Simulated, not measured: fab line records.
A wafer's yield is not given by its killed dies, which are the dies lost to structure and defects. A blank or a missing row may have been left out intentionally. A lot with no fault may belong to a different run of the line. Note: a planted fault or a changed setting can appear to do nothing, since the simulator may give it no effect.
Which tool is to blame? :: flow sky130 :: 33 wafers from 11 lots sampled at 5 of the route's 708 steps

## WHAT THE GAUGES READ, wafer by wafer
SKY_SONOS_TUNNEL_CD_MEAS_07: target cd 410 nm. Usual: cdNm 410.2 nm, standard deviation 2.3.
lot: L820
measured: day 11 07:49
on: cdSem-02
cdNm (nm): 412.0 412.0 411.7
flag: 

lot: L821
measured: day 11 15:55
on: cdSem-02
cdNm (nm): 415.9 414.7 413.0
flag: 

lot: L822
measured: day 12 00:16
on: cdSem-02
cdNm (nm): 411.9 412.5 410.7
flag: 

lot: L823
measured: day 12 15:04
on: cdSem-02
cdNm (nm): 411.7 411.6 410.7
flag: 

lot: L824
measured: day 13 09:48
on: cdSem-01
cdNm (nm): 408.9 408.8 410.6
flag: 

lot: L826
measured: day 13 11:31
on: cdSem-01
cdNm (nm): 408.7 409.0 411.0
flag: 

lot: L828
measured: day 13 22:45
on: cdSem-01
cdNm (nm): 410.5 411.6 408.9
flag: 

lot: L833
measured: day 15 14:59
on: cdSem-02
cdNm (nm): - - -
flag: OFF

lot: L837
measured: day 17 02:27
on: cdSem-01
cdNm (nm): 407.6 407.0 405.2
flag: 

lot: L842
measured: day 18 11:22
on: cdSem-02
cdNm (nm): 407.1 408.6 407.9
flag: 

lot: L843
measured: day 19 02:52
on: cdSem-01
cdNm (nm): 410.1 412.1 407.9
flag: 

SKY_SONOS_TUNNEL_TW_MEAS_12. Usual: SONOS_TUNNEL_TW 197.6, standard deviation 1.2.
lot: L820
measured: day 11 08:23
on: filmMetro-04
SONOS_TUNNEL_TW: 196.5 196.5 197.3
flag: 

lot: L821
measured: day 11 16:29
on: filmMetro-04
SONOS_TUNNEL_TW: 196.8 196.0 195.5
flag: 

lot: L822
measured: day 12 00:50
on: filmMetro-03
SONOS_TUNNEL_TW: 199.1 198.4 198.8
flag: 

lot: L823
measured: day 12 15:36
on: filmMetro-03
SONOS_TUNNEL_TW: 198.7 200.1 199.0
flag: 

lot: L824
measured: day 13 10:23
on: filmMetro-03
SONOS_TUNNEL_TW: 197.6 197.7 197.9
flag: 

lot: L826
measured: day 13 12:05
on: filmMetro-04
SONOS_TUNNEL_TW: 198.6 197.6 198.1
flag: 

lot: L828
measured: day 13 23:19
on: filmMetro-03
SONOS_TUNNEL_TW: 198.0 199.0 198.0
flag: 

lot: L833
measured: day 15 15:32
on: filmMetro-03
SONOS_TUNNEL_TW: 30.1 30.1 30.1 30.1 30.2 30.1
flag: OFF

lot: L837
measured: day 17 03:01
on: filmMetro-04
SONOS_TUNNEL_TW: 194.4 196.1 196.7
flag: 

lot: L842
measured: day 18 12:07
on: filmMetro-02
SONOS_TUNNEL_TW: 197.9 197.7 199.5
flag: 

lot: L843
measured: day 19 03:26
on: filmMetro-02
SONOS_TUNNEL_TW: 198.6 199.2 197.6
flag: 

SKY_LI_CONTACT_RS_MEAS_22: measurement is done with a four-point probe. Usual: LI_CONTACT_W_RS 0.283 ohm/sq, standard deviation 0.0036.
lot: L820
measured: day 29 03:26
on: filmMetro-04
LI_CONTACT_W_RS (ohm/sq): 0.275 0.284 0.281
flag: 

lot: L821
measured: day 29 04:59
on: filmMetro-04
LI_CONTACT_W_RS (ohm/sq): 0.283 0.276 0.283
flag: 

lot: L822
measured: day 29 08:28
on: filmMetro-04
LI_CONTACT_W_RS (ohm/sq): 0.278 0.280 0.278
flag: 

lot: L823
measured: day 30 07:18
on: filmMetro-01
LI_CONTACT_W_RS (ohm/sq): 0.278 0.289 0.292
flag: 

lot: L824
measured: day 30 23:43
on: filmMetro-04
LI_CONTACT_W_RS (ohm/sq): 0.284 0.293 0.291
flag: 

lot: L826
measured: day 33 14:52
on: filmMetro-03
LI_CONTACT_W_RS (ohm/sq): 0.282 0.291 0.286
flag: 

lot: L828
measured: day 33 13:56
on: filmMetro-01
LI_CONTACT_W_RS (ohm/sq): 0.284 0.280 0.281
flag: 

lot: L837
measured: day 34 11:47
on: filmMetro-01
LI_CONTACT_W_RS (ohm/sq): 0.285 0.283 0.281
flag: 

lot: L842
measured: day 37 03:11
on: filmMetro-01
LI_CONTACT_W_RS (ohm/sq): 0.282 0.279 0.277
flag: 

lot: L843
measured: day 37 03:31
on: filmMetro-03
LI_CONTACT_W_RS (ohm/sq): 0.282 0.288 0.280
flag: 

## EACH LOT AND THE TOOL THAT RAN IT (in order: tool; ch and the chambers of the sampled wafers; start)
lot: L820
SKY_SONOS_TUNNEL_EXPOSE_04: ilineStepper-01 ch 0, day 10 19:50
SKY_LI_CONTACT_STRIP_16: plasmaAsher-02 ch 0,1, day 29 02:52

lot: L821
SKY_SONOS_TUNNEL_EXPOSE_04: ilineStepper-02 ch 0, day 11 04:29
SKY_LI_CONTACT_STRIP_16: plasmaAsher-01 ch 0,1, day 29 04:25

lot: L822
SKY_SONOS_TUNNEL_EXPOSE_04: ilineStepper-02 ch 0, day 11 13:13
SKY_LI_CONTACT_STRIP_16: plasmaAsher-01 ch 0,1, day 29 07:47

lot: L823
SKY_SONOS_TUNNEL_EXPOSE_04: ilineStepper-02 ch 0, day 12 03:14
SKY_LI_CONTACT_STRIP_16: plasmaAsher-04 ch 0,1, day 30 06:44

lot: L824
SKY_SONOS_TUNNEL_EXPOSE_04: ilineStepper-01 ch 0, day 12 21:08
SKY_LI_CONTACT_STRIP_16: plasmaAsher-01 ch 0,1, day 30 23:09

lot: L826
SKY_SONOS_TUNNEL_EXPOSE_04: ilineStepper-01 ch 0, day 12 22:34
SKY_LI_CONTACT_STRIP_16: plasmaAsher-01 ch 0,1, day 33 14:18

lot: L828
SKY_SONOS_TUNNEL_EXPOSE_04: ilineStepper-02 ch 0, day 13 10:28
SKY_LI_CONTACT_STRIP_16: plasmaAsher-01 ch 0,1, day 33 13:22

lot: L833
SKY_SONOS_TUNNEL_EXPOSE_04: ilineStepper-01 ch 0, day 15 01:14
SKY_LI_CONTACT_STRIP_16: -

lot: L837
SKY_SONOS_TUNNEL_EXPOSE_04: ilineStepper-01 ch 0, day 16 12:59
SKY_LI_CONTACT_STRIP_16: plasmaAsher-02 ch 0,1, day 34 11:13

lot: L842
SKY_SONOS_TUNNEL_EXPOSE_04: ilineStepper-01 ch 0, day 17 21:23
SKY_LI_CONTACT_STRIP_16: plasmaAsher-02 ch 0,1, day 37 02:37

lot: L843
SKY_SONOS_TUNNEL_EXPOSE_04: ilineStepper-01 ch 0, day 18 11:58
SKY_LI_CONTACT_STRIP_16: plasmaAsher-04 ch 0,1, day 37 02:57
- SKY_SONOS_TUNNEL_EXPOSE_04: exposes mask TUNM, target cd 410 nm.
- SKY_LI_CONTACT_STRIP_16: strips in O2/N2.

## AS READ BY THE TOOLS THEMSELVES (means over the sampled wafers that have a number; for cases with no such wafer, the mark the record gives instead)
SKY_LI_CONTACT_STRIP_16. Usual: chamberPressureMTorr 1499.8 mTorr, standard deviation 1.3; drypumpMotorCurrentA 5.6 A, standard deviation 0.47; oesProductAu 0.376 a.u., standard deviation 0.0052; stripTimeToEndpointS 3.49 s, standard deviation 0.048.
lot: L820
tool: plasmaAsher-02
chamberPressureMTorr (mTorr): 1501.1
drypumpMotorCurrentA (A): 5.1
oesProductAu (a.u.): 0.380
stripTimeToEndpointS (s): 3.52
flag: 

lot: L821
tool: plasmaAsher-01
chamberPressureMTorr (mTorr): 1501.0
drypumpMotorCurrentA (A): 5.2
oesProductAu (a.u.): 0.374
stripTimeToEndpointS (s): 3.45
flag: 

lot: L822
tool: plasmaAsher-01
chamberPressureMTorr (mTorr): 1498.7
drypumpMotorCurrentA (A): 5.1
oesProductAu (a.u.): 0.373
stripTimeToEndpointS (s): 3.53
flag: 

lot: L823
tool: plasmaAsher-04
chamberPressureMTorr (mTorr): 1500.3
drypumpMotorCurrentA (A): 6.1
oesProductAu (a.u.): 0.374
stripTimeToEndpointS (s): 3.48
flag: 

lot: L824
tool: plasmaAsher-01
chamberPressureMTorr (mTorr): 1499.3
drypumpMotorCurrentA (A): 5.2
oesProductAu (a.u.): 0.371
stripTimeToEndpointS (s): 3.49
flag: 

lot: L826
tool: plasmaAsher-01
chamberPressureMTorr (mTorr): 1499.6
drypumpMotorCurrentA (A): 5.2
oesProductAu (a.u.): 0.375
stripTimeToEndpointS (s): 3.52
flag: 

lot: L828
tool: plasmaAsher-01
chamberPressureMTorr (mTorr): 1499.9
drypumpMotorCurrentA (A): 5.2
oesProductAu (a.u.): 0.379
stripTimeToEndpointS (s): 3.55
flag: 

lot: L837
tool: plasmaAsher-02
chamberPressureMTorr (mTorr): 1499.1
drypumpMotorCurrentA (A): 5.3
oesProductAu (a.u.): 0.376
stripTimeToEndpointS (s): 3.55
flag: 

lot: L842
tool: plasmaAsher-02
chamberPressureMTorr (mTorr): 1500.5
drypumpMotorCurrentA (A): 5.1
oesProductAu (a.u.): 0.379
stripTimeToEndpointS (s): 3.52
flag: 

lot: L843
tool: plasmaAsher-04
chamberPressureMTorr (mTorr): 1499.1
drypumpMotorCurrentA (A): 6.1
oesProductAu (a.u.): 0.371
stripTimeToEndpointS (s): 3.48
flag: 

## THE ANSWER, worked out from the rows above alone
Rule: a lot counts as off when the mean over its wafers that have a number is more than 3 standard deviations away from the usual mean. Also off: a lot with no number at a reading for which 4 or more lots have one. Where the step has rows for the other lots, those lots are counted as sound. Order of review: gauges by route order, followed by the tools' own readings, for which a lot's mean as printed above is used. At the first step where some lot is off, the reading lying furthest off is the one used; lots without a number count as furthest.
Off: L833 (SKY_SONOS_TUNNEL_CD_MEAS_07, cdNm). Without a number there: L833.
A tool fits if, at a process step before that reading, it ran every lot that is off, and no sound lot after the first of them. The gauges at SKY_SONOS_TUNNEL_CD_MEAS_07 aren't tried: what is off there is off at SKY_SONOS_TUNNEL_TW_MEAS_12 too, on other tools, and a gauge's error can't cause that. No candidate that was tried fits.

## WHAT THE SIMULATOR PUT IN
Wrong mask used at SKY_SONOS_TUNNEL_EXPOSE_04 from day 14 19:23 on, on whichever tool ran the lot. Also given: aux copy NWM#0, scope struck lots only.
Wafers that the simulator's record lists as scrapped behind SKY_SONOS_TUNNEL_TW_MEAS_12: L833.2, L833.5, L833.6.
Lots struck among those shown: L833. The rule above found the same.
